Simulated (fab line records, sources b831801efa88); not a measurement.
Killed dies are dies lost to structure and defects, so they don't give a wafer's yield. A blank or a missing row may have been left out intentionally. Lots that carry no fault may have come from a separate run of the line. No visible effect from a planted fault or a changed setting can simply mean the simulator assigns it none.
Which tool is to blame? :: flow gf180mcu :: 18 wafers sampled from 6 lots at 1 step of a route of 602

WHAT EACH GAUGE READ, for each wafer
GF_V3_OVL_MEAS_15.
lot: L470
measured: day 22 19:46
on: overlay-02
V3_OVL (nm): 3 0 -4

lot: L476
measured: day 24 22:44
on: overlay-01
V3_OVL (nm): -3 -5 -2

lot: L478
measured: day 25 11:58
on: overlay-02
V3_OVL (nm): 7 2 12

lot: L482
measured: day 26 23:52
on: overlay-01
V3_OVL (nm): -5 -5 -10

lot: L485
measured: day 27 23:40
on: overlay-01
V3_OVL (nm): 5 0 -3

lot: L492
measured: day 29 19:17
on: overlay-01
V3_OVL (nm): -7 -7 -10

TOOL THAT RAN EACH LOT (tool first, then ch and the chambers of the sampled wafers, then the start)
No process step before these readings appears in the record.

THE ANSWER, worked out from the rows above alone
Rule: usual is defined by the lots themselves. Put in order of their means at a reading, lots are off if they are a third of the lots or fewer, leave a main group of 4 or more, and stand apart from it by a gap of 3 or more times the standard deviation of the main group's means; of several such gaps the widest counts. A main group whose means are all the same, to the digits that the tables above print for the reading, isn't used. A lot without any number at a reading at which 4 lots or more have one is off too. Any other lot the step has rows for is counted as sound.
No lot is off at any reading shown: from this, nothing can be told.

WHAT HAD BEEN PUT IN BY THE SIMULATOR
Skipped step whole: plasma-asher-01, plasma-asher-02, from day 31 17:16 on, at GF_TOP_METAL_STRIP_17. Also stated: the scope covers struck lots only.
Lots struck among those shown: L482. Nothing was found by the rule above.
